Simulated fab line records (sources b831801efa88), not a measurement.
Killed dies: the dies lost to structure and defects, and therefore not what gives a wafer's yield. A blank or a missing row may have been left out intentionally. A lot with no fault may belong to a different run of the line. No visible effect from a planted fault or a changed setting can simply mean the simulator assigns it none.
fab line records	flow sfq_line
record: lots: 15	wafers: 42	last_day: 92
route steps=325 shown L0@3 M0@41 M3@128
lots untouched by any fault: they come from a run of this same line in which no faults occurred
start_h: the number of hours between the record's first day and the start of the first shown wafer of the lot	wait_h: hours from the lot's prior step to this one	" repeats the value in the row above	L1.1+2: a row that stands for several wafers	- no value, or no start given	* or withheld: withheld	< > ~ a bound
route shown NAME@n: a module of which the file shows steps, and the number in the route of the first	usual: mean/standard deviation taken from wafers without a fault	same: alike in all rows	chamber/n: place in a boat	sites: per-site readings	_std_site: how widely they spread, as a standard deviation	_edge_site: outer sites' mean less inner sites'	radius_mm: for every site, how far away it sits from the centre of the wafer	mask NAME#n: copy n	behind: tool/chamber where the wafer was last shaped	hold: why the lot was held/for how many hours/how that ended	device: transistor that didn't switch, given as n, p or np	end of line: the tests these same wafers got at the end of their route	where a step has no rows: the recipe by itself	killed: at the first sort, the dies lost to defects and structure; wafer yield is something else	map: a wafer's dies, x killed, . not, _ none there
set.NAME: setting as actually run; set.NAME@STEP: the setting as run at that earlier step	model.NAME: the simulator's own value behind a step, which no gauge read
route steps across a sampled set of lots; one table per step, one row per wafer
services: the hour from which a tool's chamber was out of use, counted from the record's first day as start_h (under 0 if before that day), plus the number of hours and why
== steps ==
step: SFQ_TRILAYER_L0_DEP_SPUTTER_003
recipe: material: MoNx_KI	base_pressure_pa: 1.33e-06	target_thk_nm: 40	power_w: 800	time_s: 100	chamber_pressure_pa: 0.4
usual: throttle_valve_pct: 29.7/0.64
lot.wafer	tool	chamber	start_h	wait_h	throttle_valve_pct
L129.1	pvd_sputter-03	-	12.49	0.0	29.6
L129.3	"	-	"	"	28.9
L129.6	"	-	"	"	30.6
L131.2	pvd_sputter-03	-	22.49	0.0	29.8
L131.3	"	-	"	"	29.7
L131.5	"	-	"	"	28.8
L132.3	pvd_sputter-06	-	27.49	0.0	29.4
L132.4	"	-	"	"	29.3
L132.6	"	-	"	"	29.6
L133.1	pvd_sputter-06	-	32.49	0.0	29.6
L133.2	"	-	"	"	29.8
L133.5	"	-	"	"	29.3
L138.3	pvd_sputter-06	-	57.49	0.0	29.8
L138.5	"	-	"	"	29.5
L140.3	pvd_sputter-06	-	67.49	0.0	29.7
L140.6	"	-	"	"	29.4
L142.3	pvd_sputter-06	-	77.49	0.0	29.5
L142.6	"	-	"	"	29.9
L143.1	pvd_sputter-03	-	82.49	0.0	30.7
L143.3	"	-	"	"	29.1
L143.5	"	-	"	"	29.9
L144.3	pvd_sputter-03	-	87.49	0.0	29.7
L144.5	"	-	"	"	30.7
L144.6	"	-	"	"	28.9
L145.3	pvd_sputter-03	-	92.49	0.0	29.1
L145.4	"	-	"	"	29.8
L145.5	"	-	"	"	29.2
L148.1	pvd_sputter-03	-	107.49	0.0	29.8
L148.4	"	-	"	"	29.7
L148.5	"	-	"	"	30.5
L149.1	pvd_sputter-04	-	112.49	0.0	29.2
L149.3	"	-	"	"	30.6
L149.6	"	-	"	"	30.7
L150.2	pvd_sputter-04	-	117.49	0.0	30.6
L150.3	"	-	"	"	29.0
L150.4	"	-	"	"	30.4
L151.1	pvd_sputter-04	-	122.49	0.0	30.2
L151.3	"	-	"	"	29.2
L151.4	"	-	"	"	30.6
L152.2	pvd_sputter-03	-	127.49	0.0	28.9
L152.5	"	-	"	"	29.1
L152.6	"	-	"	"	29.9
step: SFQ_L0_RS_MEAS_901
recipe: thk_meas_gauge: four-point-probe	reads: MoNx_KI_of_TRILAYER_L0_DEP_SPUTTER_003
usual: L0_MONX_KI_RS: 43.5/0.47
lot.wafer	tool	chamber	start_h	wait_h	hold	L0_MONX_KI_RS[ohm/sq]
L129.1	film_metro-01	-	12.56	0.0	-	44.2
L129.3	"	-	"	"	-	43.7
L129.6	"	-	"	"	-	44.0
L131.2	film_metro-01	-	22.58	0.1	-	44.0
L131.3	"	-	"	"	-	43.4
L131.5	"	-	"	"	-	43.3
L132.3	film_metro-02	-	27.61	0.1	-	42.5
L132.4	"	-	"	"	-	42.4
L132.6	"	-	"	"	-	42.8
L133.1	film_metro-01	-	32.57	0.0	-	43.5
L133.2	"	-	"	"	-	43.2
L133.5	"	-	"	"	-	43.6
L138.3	film_metro-02	-	57.60	0.1	await_dispo/0.2h/release	76.9
L138.5	"	-	"	"	await_dispo/0.2h/release	75.7
L138.3	film_metro-02	-	57.89	0.3	-	76.8
L138.5	"	-	"	"	-	75.6
L140.3	film_metro-02	-	67.60	0.1	await_dispo/0.2h/release	76.2
L140.6	"	-	"	"	await_dispo/0.2h/release	43.0
L140.3	film_metro-02	-	67.89	0.3	-	76.3
L140.6	"	-	"	"	-	42.9
L142.3	film_metro-02	-	77.60	0.1	await_dispo/0.2h/release	75.2
L142.6	"	-	"	"	await_dispo/0.2h/release	43.4
L142.3	film_metro-02	-	77.89	0.3	-	75.3
L142.6	"	-	"	"	-	43.5
L143.1	film_metro-01	-	82.56	0.0	-	44.5
L143.3	"	-	"	"	-	44.1
L143.5	"	-	"	"	-	44.7
L144.3	film_metro-04	-	87.60	0.1	-	43.8
L144.5	"	-	"	"	-	43.9
L144.6	"	-	"	"	-	43.7
L145.3	film_metro-04	-	92.60	0.1	-	42.6
L145.4	"	-	"	"	-	43.3
L145.5	"	-	"	"	-	42.6
L148.1	film_metro-02	-	107.56	0.0	-	44.4
L148.4	"	-	"	"	-	44.5
L148.5	"	-	"	"	-	43.9
L149.1	film_metro-04	-	112.56	0.0	-	43.2
L149.3	"	-	"	"	-	43.2
L149.6	"	-	"	"	-	43.1
L150.2	film_metro-01	-	117.58	0.1	-	43.5
L150.3	"	-	"	"	-	43.1
L150.4	"	-	"	"	-	43.5
L151.1	film_metro-02	-	122.56	0.0	-	43.2
L151.3	"	-	"	"	-	43.4
L151.4	"	-	"	"	-	43.8
L152.2	film_metro-04	-	127.58	0.1	-	43.2
L152.5	"	-	"	"	-	43.0
L152.6	"	-	"	"	-	43.1
step: SFQ_L0_THK_MEAS_902
recipe: thk_meas_gauge: xrf	reads: MoNx_KI_of_TRILAYER_L0_DEP_SPUTTER_003
usual: L0_MONX_KI_THK: 39.6/0.48
lot.wafer	tool	chamber	start_h	wait_h	hold	L0_MONX_KI_THK[nm]
L129.1	film_metro-01	-	12.68	0.1	-	39.4
L129.3	"	-	"	"	-	39.7
L129.6	"	-	"	"	-	39.6
L131.2	film_metro-01	-	22.69	0.1	-	39.0
L131.3	"	-	"	"	-	39.9
L131.5	"	-	"	"	-	39.8
L132.3	film_metro-02	-	27.71	0.1	-	40.5
L132.4	"	-	"	"	-	40.8
L132.6	"	-	"	"	-	40.2
L133.1	film_metro-01	-	32.69	0.1	-	39.7
L133.2	"	-	"	"	-	40.0
L133.5	"	-	"	"	-	39.5
L138.3	film_metro-02	-	62.45	4.5	await_dispo/0.2h/release	22.3
L138.5	"	-	"	"	await_dispo/0.2h/release	22.9
L138.3	film_metro-02	-	62.67	0.2	-	22.3
L138.5	"	-	"	"	-	22.7
L140.3	film_metro-02	-	70.77	2.9	await_dispo/0.2h/release	22.6
L140.6	"	-	"	"	await_dispo/0.2h/release	40.0
L140.3	film_metro-02	-	71.00	0.2	-	22.4
L140.6	"	-	"	"	-	40.0
L142.3	film_metro-02	-	80.68	2.8	await_dispo/0.2h/release	22.7
L142.6	"	-	"	"	await_dispo/0.2h/release	39.4
L142.3	film_metro-02	-	80.90	0.2	-	22.8
L142.6	"	-	"	"	-	39.4
L143.1	film_metro-01	-	82.68	0.1	-	39.1
L143.3	"	-	"	"	-	40.0
L143.5	"	-	"	"	-	39.0
L144.3	film_metro-04	-	87.70	0.1	-	39.2
L144.5	"	-	"	"	-	39.3
L144.6	"	-	"	"	-	39.4
L145.3	film_metro-04	-	92.70	0.1	-	40.0
L145.4	"	-	"	"	-	39.6
L145.5	"	-	"	"	-	40.3
L148.1	film_metro-02	-	107.68	0.1	-	38.4
L148.4	"	-	"	"	-	38.5
L148.5	"	-	"	"	-	38.9
L149.1	film_metro-04	-	112.68	0.1	-	39.6
L149.3	"	-	"	"	-	39.6
L149.6	"	-	"	"	-	39.9
L150.2	film_metro-01	-	117.69	0.1	-	40.0
L150.3	"	-	"	"	-	40.5
L150.4	"	-	"	"	-	40.2
L151.1	film_metro-02	-	122.68	0.1	-	39.5
L151.3	"	-	"	"	-	39.5
L151.4	"	-	"	"	-	39.2
L152.2	film_metro-04	-	127.69	0.1	-	39.6
L152.5	"	-	"	"	-	39.8
L152.6	"	-	"	"	-	39.8
step: SFQ_TRILAYER_L0_ETCH_METAL_ETCH_008
recipe: target: MoNx_KI	stop_on: SiO2	mask_material: PR	chemistry: SF6/O2	target_depth_nm: 50	icp_w: 600	bias_w: 80	pressure_mtorr: 10	time_s: 25
usual: drypump_motor_current_A: 6.0/0.52	oes_product_au: 0.874/0.007	rf_fwd_power_W: 593.6/2.2
lot.wafer	tool	chamber	start_h	wait_h	drypump_motor_current_A	oes_product_au	rf_fwd_power_W	rf_hours_counter_h
L129.1	rie_metal-03	0	85.25	0.0	6.6	0.865	592.5	8
L129.3	"	0	"	"	6.6	0.878	593.1	-
L129.6	"	1	"	"	5.7	0.875	595.1	-
L131.2	rie_metal-04	1	90.05	0.0	5.1	0.877	593.7	11
L131.3	"	0	"	"	6.4	0.873	594.2	-
L131.5	"	0	"	"	6.4	0.874	595.0	-
L132.3	rie_metal-02	1	96.07	0.0	5.9	0.885	594.2	-
L132.4	"	0	"	"	6.3	0.875	596.1	-
L132.6	"	0	"	"	6.3	0.883	598.0	-
L133.1	rie_metal-02	1	107.72	0.0	5.9	0.873	594.3	202
L133.2	"	0	"	"	6.2	0.878	593.3	45
L133.5	"	0	"	"	6.3	0.876	590.8	-
L138.3	rie_metal-04	0	132.94	0.0	6.4	0.656	592.5	-
L138.5	"	1	"	"	5.1	0.660	595.6	-
L140.3	rie_metal-04	0	140.14	0.0	6.4	0.657	597.7	-
L140.6	"	0	"	"	6.4	0.877	597.6	-
L142.3	rie_metal-02	0	150.94	0.0	6.2	0.665	594.4	-
L142.6	"	0	"	"	6.2	0.873	595.5	-
L143.1	rie_metal-03	1	156.92	0.0	5.7	0.860	592.0	15
L143.3	"	1	"	"	5.7	0.866	589.9	-
L143.5	"	1	"	"	5.7	0.853	591.8	-
L144.3	rie_metal-04	0	164.61	0.0	6.3	0.878	594.5	-
L144.5	"	1	"	"	5.2	0.872	591.6	-
L144.6	"	0	"	"	6.4	0.875	594.1	-
L145.3	rie_metal-04	0	173.09	0.1	6.4	0.883	594.1	-
L145.4	"	0	"	"	6.4	0.868	590.5	-
L145.5	"	0	"	"	6.4	0.888	592.9	-
L148.1	rie_metal-03	0	189.35	0.0	6.6	0.860	593.1	27
L148.4	"	1	"	"	5.7	0.866	593.7	-
L148.5	"	0	"	"	6.6	0.869	591.8	-
L149.1	rie_metal-03	1	198.17	0.0	5.7	0.879	592.9	23
L149.3	"	0	"	"	6.6	0.875	594.3	-
L149.6	"	1	"	"	5.8	0.874	593.1	-
L150.2	rie_metal-04	1	201.77	0.0	5.1	0.879	595.3	28
L150.3	"	1	"	"	5.2	0.873	590.6	-
L150.4	"	0	"	"	6.4	0.873	592.4	-
L151.1	rie_metal-04	0	206.57	0.0	6.4	0.875	594.1	37
L151.3	"	0	"	"	6.4	0.873	594.5	-
L151.4	"	1	"	"	5.2	0.870	594.0	-
L152.2	rie_metal-04	1	210.17	0.0	5.2	0.873	591.5	30
L152.5	"	0	"	"	6.4	0.870	597.5	-
L152.6	"	1	"	"	5.2	0.884	592.0	-
step: SFQ_TRILAYER_M0_STRIP_STRIP_025
recipe: gas: O2	power_w: 200	platen_temp_c: 40	overash_fraction: 0.65	chemistry: O2	pressure_mtorr: 50
usual: drypump_motor_current_A: 6.09/0.29	oes_product_au: 1.001/0.0097
lot.wafer	tool	chamber	start_h	wait_h	drypump_motor_current_A	oes_product_au	rf_hours_counter_h
L129.1	rie_metal-02	0	252.43	0.1	6.31	0.985	71
L129.3	"	0	"	"	6.27	0.995	-
L129.6	"	0	"	"	6.31	0.991	-
L131.2	rie_metal-03	1	259.63	0.1	5.72	0.992	33
L131.3	"	1	"	"	5.73	0.990	-
L131.5	"	0	"	"	6.56	0.983	-
L132.3	rie_metal-02	0	269.56	0.2	6.24	0.997	-
L132.4	"	1	"	"	5.90	1.010	-
L132.6	"	0	"	"	6.25	1.001	-
L133.1	rie_metal-02	0	285.71	0.1	6.22	0.992	75
L133.2	"	1	"	"	5.90	1.009	19
L133.5	"	1	"	"	5.87	1.004	-
L138.3	rie_metal-02	1	327.91	0.2	5.91	1.006	-
L138.5	"	0	"	"	6.23	0.996	-
L140.3	rie_metal-01	0	343.51	0.2	5.96	0.998	-
L140.6	"	1	"	"	6.07	0.990	-
L142.3	rie_metal-02	0	359.21	0.2	6.24	1.010	-
L142.6	"	0	"	"	6.25	1.003	-
L143.1	rie_metal-03	0	368.28	0.1	6.59	0.984	60
L143.3	"	0	"	"	6.58	0.989	-
L143.5	"	0	"	"	6.59	0.986	-
L144.3	rie_metal-02	0	381.68	0.2	6.23	1.002	-
L144.5	"	0	"	"	6.24	1.002	-
L144.6	"	1	"	"	5.89	1.007	-
L145.3	rie_metal-02	1	391.28	0.2	5.88	1.010	-
L145.4	"	0	"	"	6.28	0.993	-
L145.5	"	1	"	"	5.87	1.003	-
L148.1	rie_metal-03	0	409.33	0.1	6.55	0.991	65
L148.4	"	1	"	"	5.73	1.000	-
L148.5	"	1	"	"	5.73	1.009	-
L149.1	rie_metal-03	1	424.93	0.1	5.74	1.007	59
L149.3	"	0	"	"	6.58	0.993	-
L149.6	"	1	"	"	5.73	1.012	-
L150.2	rie_metal-01	1	432.13	0.1	6.09	0.997	146
L150.3	"	1	"	"	6.08	0.994	-
L150.4	"	0	"	"	5.97	1.003	-
L151.1	rie_metal-03	0	439.45	0.1	6.58	0.974	68
L151.3	"	1	"	"	5.73	1.008	-
L151.4	"	0	"	"	6.61	0.983	-
L152.2	rie_metal-02	1	446.45	0.1	5.89	1.005	44
L152.5	"	1	"	"	5.90	1.008	-
L152.6	"	0	"	"	6.22	0.996	-
step: SFQ_M3_OVL_MEAS_921
usual: M3_OVL: -1/6
lot.wafer	tool	chamber	start_h	wait_h	M3_OVL[nm]
L129.1	overlay-01	-	1028.74	0.1	5
L129.3	"	-	"	"	5
L129.6	"	-	"	"	1
L131.2	overlay-01	-	1031.14	0.1	-12
L131.3	"	-	"	"	-3
L131.5	"	-	"	"	-3
L132.3	overlay-01	-	1032.35	0.1	-8
L132.4	"	-	"	"	-9
L132.6	"	-	"	"	-6
L133.1	overlay-01	-	1035.43	0.1	-12
L133.2	"	-	"	"	-9
L133.5	"	-	"	"	-12
L138.3	overlay-01	-	1208.81	0.1	-1
L138.5	"	-	"	"	-7
L140.3	overlay-02	-	1213.61	0.1	6
L140.6	"	-	"	"	7
L142.3	overlay-01	-	1218.41	0.1	-5
L142.6	"	-	"	"	-4
L143.1	overlay-02	-	1220.79	0.1	-1
L143.3	"	-	"	"	0
L143.5	"	-	"	"	-1
L144.3	overlay-01	-	1224.41	0.1	6
L144.5	"	-	"	"	2
L144.6	"	-	"	"	11
L145.3	overlay-02	-	1226.81	0.1	1
L145.4	"	-	"	"	-9
L145.5	"	-	"	"	0
L148.1	overlay-02	-	1237.59	0.1	10
L148.4	"	-	"	"	7
L148.5	"	-	"	"	17
L149.1	overlay-02	-	1238.79	0.1	-4
L149.3	"	-	"	"	-10
L149.6	"	-	"	"	6
L150.2	overlay-01	-	1240.00	0.1	5
L150.3	"	-	"	"	5
L150.4	"	-	"	"	4
L151.1	overlay-01	-	1242.39	0.1	1
L151.3	"	-	"	"	3
L151.4	"	-	"	"	-5
L152.2	overlay-02	-	1243.60	0.1	-4
L152.5	"	-	"	"	-8
L152.6	"	-	"	"	-5
step: SFQ_TRILAYER_M3_ETCH_METAL_ETCH_078
recipe: target: Nb	stop_on: SiO2	mask_material: PR	chemistry: Cl2/Ar	target_depth_nm: 240	icp_w: 600	bias_w: 80	pressure_mtorr: 10	time_s: 120
usual: drypump_motor_current_A: 6.0/0.48	oes_product_au: 0.894/0.006	rf_fwd_power_W: 598.0/2.1
lot.wafer	tool	chamber	start_h	wait_h	drypump_motor_current_A	oes_product_au	rf_fwd_power_W	rf_hours_counter_h
L129.1	rie_metal-04	1	1028.83	0.0	5.2	0.896	597.6	5
L129.3	"	0	"	"	6.4	0.890	597.0	-
L129.6	"	1	"	"	5.2	0.893	597.3	-
L131.2	rie_metal-02	0	1031.23	0.0	6.2	0.895	599.1	19
L131.3	"	1	"	"	5.9	0.889	600.5	-
L131.5	"	0	"	"	6.2	0.897	597.5	-
L132.3	rie_metal-03	0	1032.58	0.1	6.6	0.895	595.5	-
L132.4	"	0	"	"	6.6	0.898	595.6	-
L132.6	"	0	"	"	6.6	0.897	596.8	-
L133.1	rie_metal-03	0	1035.58	0.1	6.6	0.892	597.2	4
L133.2	"	0	"	"	6.6	0.897	600.2	-
L133.5	"	0	"	"	6.6	0.895	600.0	-
L138.3	rie_metal-02	0	1208.93	0.1	6.2	0.887	594.4	-
L138.5	"	1	"	"	5.9	0.896	600.5	-
L140.3	rie_metal-03	0	1213.73	0.1	6.5	0.896	595.5	-
L140.6	"	1	"	"	5.7	0.901	592.6	-
L142.3	rie_metal-02	0	1218.53	0.1	6.3	0.890	598.2	-
L142.6	"	0	"	"	6.3	0.895	600.2	-
L143.1	rie_metal-04	0	1220.89	0.0	6.4	0.899	597.1	35
L143.3	"	0	"	"	6.4	0.891	597.7	-
L143.5	"	1	"	"	5.2	0.895	599.2	-
L144.3	rie_metal-03	1	1224.53	0.1	5.7	0.891	599.0	-
L144.5	"	0	"	"	6.6	0.891	596.5	-
L144.6	"	1	"	"	5.7	0.893	596.2	-
L145.3	rie_metal-04	0	1226.93	0.1	6.5	0.909	596.4	-
L145.4	"	1	"	"	5.1	0.903	597.3	-
L145.5	"	1	"	"	5.1	0.897	598.5	-
L148.1	rie_metal-02	0	1237.69	0.0	6.3	0.895	599.1	53
L148.4	"	1	"	"	5.9	0.904	601.1	-
L148.5	"	1	"	"	5.9	0.898	599.4	-
L149.1	rie_metal-04	0	1238.89	0.0	6.4	0.892	596.9	37
L149.3	"	0	"	"	6.4	0.899	598.2	-
L149.6	"	1	"	"	5.2	0.888	597.9	-
L150.2	rie_metal-03	0	1240.09	0.0	6.6	0.894	595.6	37
L150.3	"	0	"	"	6.6	0.897	595.1	-
L150.4	"	1	"	"	5.7	0.899	598.0	-
L151.1	rie_metal-02	1	1242.49	0.0	5.9	0.892	602.0	14
L151.3	"	0	"	"	6.3	0.895	600.7	-
L151.4	"	1	"	"	5.9	0.899	601.1	-
L152.2	rie_metal-03	0	1243.69	0.0	6.6	0.892	596.3	37
L152.5	"	0	"	"	6.6	0.891	594.4	-
L152.6	"	1	"	"	5.8	0.895	597.9	-
== services ==
tool	chamber	start_h	hours	kind
rie_metal-04	-	83.50	0.7	repair
rie_metal-04	-	122.35	2.8	pm
rie_metal-03	-	128.40	0.9	repair
rie_metal-02	1	134.63	2.8	repair
rie_metal-02	0	136.72	4.3	repair
rie_metal-04	1	166.51	7.1	repair
rie_metal-02	-	172.43	0.8	repair
rie_metal-02	-	253.29	14.6	pm
rie_metal-02	0	472.82	1.9	repair
rie_metal-03	-	503.96	1.4	pm
rie_metal-02	1	523.75	10.2	repair
rie_metal-02	0	567.94	16.1	repair
rie_metal-02	-	578.56	2.8	pm
rie_metal-03	1	620.79	26.3	repair
rie_metal-02	1	625.76	4.1	repair
rie_metal-03	-	849.43	2.8	pm
rie_metal-02	-	856.69	1.8	repair
rie_metal-02	0	857.51	29.8	repair
rie_metal-02	0	904.56	2.7	repair
rie_metal-03	-	914.82	2.3	repair
rie_metal-02	-	965.48	1.0	repair
rie_metal-02	0	999.36	29.3	repair
rie_metal-02	-	1133.57	0.9	repair
rie_metal-02	1	1150.30	20.5	repair
== key ==
first_sign: step: SFQ_L0_RS_MEAS_901	reading: visit	direction: added
effect: step: SFQ_L0_RS_MEAS_901	reading: L0_MONX_KI_RS	direction: up	sigmas: 69	usual: 43.5	struck: 76.0
effect: step: SFQ_L0_THK_MEAS_902	reading: visit	direction: added
effect: step: SFQ_L0_THK_MEAS_902	reading: L0_MONX_KI_THK	direction: down	sigmas: 36	usual: 39.6	struck: 22.6
effect: step: SFQ_TRILAYER_L0_ETCH_METAL_ETCH_008	reading: oes_product_au	direction: down	sigmas: 31	usual: 0.874	struck: 0.660
met_at SFQ_TRILAYER_L0_DEP_SPUTTER_003
struck_lots L138,L140,L142
struck_wafers L138.3,L138.5,L140.3,L142.3
not_acting_at SFQ_TRILAYER_M0_STRIP_STRIP_025,SFQ_M3_OVL_MEAS_921,SFQ_TRILAYER_M3_ETCH_METAL_ETCH_078
onset_between 32.49 57.49
fault: kind: process_parameter_drift	tool: pvd_sputter-06	chamber: -	onset_h: 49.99	steps: SFQ_TRILAYER_L0_DEP_SPUTTER_003	channel: target_thk_nm	offset: -17.342	shape: step	end_h: 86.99	scope: struck_wafers_only	acts_in: these_recipes_only	stated: 40
